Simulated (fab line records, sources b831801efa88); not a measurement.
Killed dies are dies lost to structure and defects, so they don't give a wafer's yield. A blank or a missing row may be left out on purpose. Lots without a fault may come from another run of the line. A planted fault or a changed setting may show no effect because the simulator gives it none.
A struck lot beside a sound one | flow sky130 | 15 steps out of a route of 708
Sound: wafers L377.2, L377.5, L377.6. Struck: wafers L383.1, L383.2, L383.4. The cause comes at the end.
At each step with rows: each side's tool, then ch and its chambers, then its first start. Under that, the readings that differ: sound wafers | struck wafers | difference of the means | sigmas: that difference in standard deviations of wafers without a fault.
alike: readings whose means differ by less than 2 such deviations, and words and numbers that are the same on both sides. not compared: withheld readings, readings that some wafer has no value for, bounds like >300 that may hide the same value, and numbers for which the record gives no deviation and whose values overlap.
The two part at a step that has a row with sigmas, a row that says differs or no value, or rows on one side only. Numbers that don't overlap but have no deviation are shown without sigmas and don't part them. A reading that every wafer of one side lacks parts them only if that side has two wafers or more.

SKY_LI_CONTACT_THK_MEAS_23: measures by xrf.
  sound on film_metro-02, day 31 17:08; struck on film_metro-01, day 33 20:40
  alike: LI_CONTACT_W_THK
SKY_LI_CONTACT_CMP_24: polishes, stops on PSG, t overpolish 20 s, target thk 0 nm.
  sound on cmp-02 ch 1,2, day 31 17:14; struck on cmp-02 ch 1,2,3, day 33 20:43
  alike: edge_zone_pressure_frac, motor_current_A, overpolish_run_s, time_to_endpoint_s
SKY_LOCAL_INTERCONNECT_SPUTTER_00: material TiN, target thk 100 nm, time 83.3 s.
  sound on pvd_sputter-02, day 31 17:29; struck on pvd_sputter-02, day 33 21:01
  alike: throttle_valve_pct
SKY_LOCAL_INTERCONNECT_RS_MEAS_01: measures by four-point-probe.
  sound on film_metro-01, day 31 17:34; struck on film_metro-04, day 33 21:05
  alike: LOCAL_INTERCONNECT_TIN_RS
SKY_LOCAL_INTERCONNECT_THK_MEAS_02: measures by xrf.
  sound on film_metro-01, day 31 17:40; struck on film_metro-04, day 33 21:12
  alike: LOCAL_INTERCONNECT_TIN_THK
then, 7 steps without rows for these wafers: SKY_LOCAL_INTERCONNECT_DEHYDRATE_03 (time 60 s); SKY_LOCAL_INTERCONNECT_HMDS_04 (prime time 60 s); SKY_LOCAL_INTERCONNECT_COAT_05 (resist thk 60 nm); SKY_LOCAL_INTERCONNECT_COAT_06 (resist thk 450 nm); SKY_LOCAL_INTERCONNECT_SOFTBAKE_07 (time 90 s); SKY_LOCAL_INTERCONNECT_EXPOSE_08 (exposes mask LI1M, target cd 170 nm); SKY_LOCAL_INTERCONNECT_PEB_09.
SKY_LOCAL_INTERCONNECT_DEVELOP_10: develop time 60 s.
  sound on litho_track-04 ch 0, day 32 21:00; struck on litho_track-01 ch 0, day 35 00:00
  reading              | sound             | struck            | difference | sigmas
  developer_temp_C (C) | 20.96 20.93 20.84 | 23.10 23.12 23.30 | +2.26      | +21
SKY_LOCAL_INTERCONNECT_CD_MEAS_11: target cd 170 nm.
  sound on cd_sem-02, day 32 21:33; struck on cd_sem-02, day 35 00:19
  alike: cd_nm
-- the record jumps here: 14 days lie between the struck wafers' starts before and after (it left off in module LOCAL_INTERCONNECT and takes up again in module PAD_OPEN, whose first step shown is number 708 of the route) --
SKY_PAD_OPEN_PROBE_99:
  sound on prober-01, day 47 18:41; struck on prober-01, day 49 08:14
  alike: killed_at_M0_to_M3, killed_at_M4_up, killed_at_contacts, killed_at_front_end, killed_at_other, killed_dies, killed_open, killed_short

WHERE THEY PART
Only at SKY_LOCAL_INTERCONNECT_DEVELOP_10, within this record. Later steps at which nothing parts them and some readings are alike: SKY_LOCAL_INTERCONNECT_CD_MEAS_11, SKY_PAD_OPEN_PROBE_99.

WHY: what the simulator had put in
Process parameter drift: litho_track-01, from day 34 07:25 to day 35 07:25, at SKY_LOCAL_INTERCONNECT_DEVELOP_10. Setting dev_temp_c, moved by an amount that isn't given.
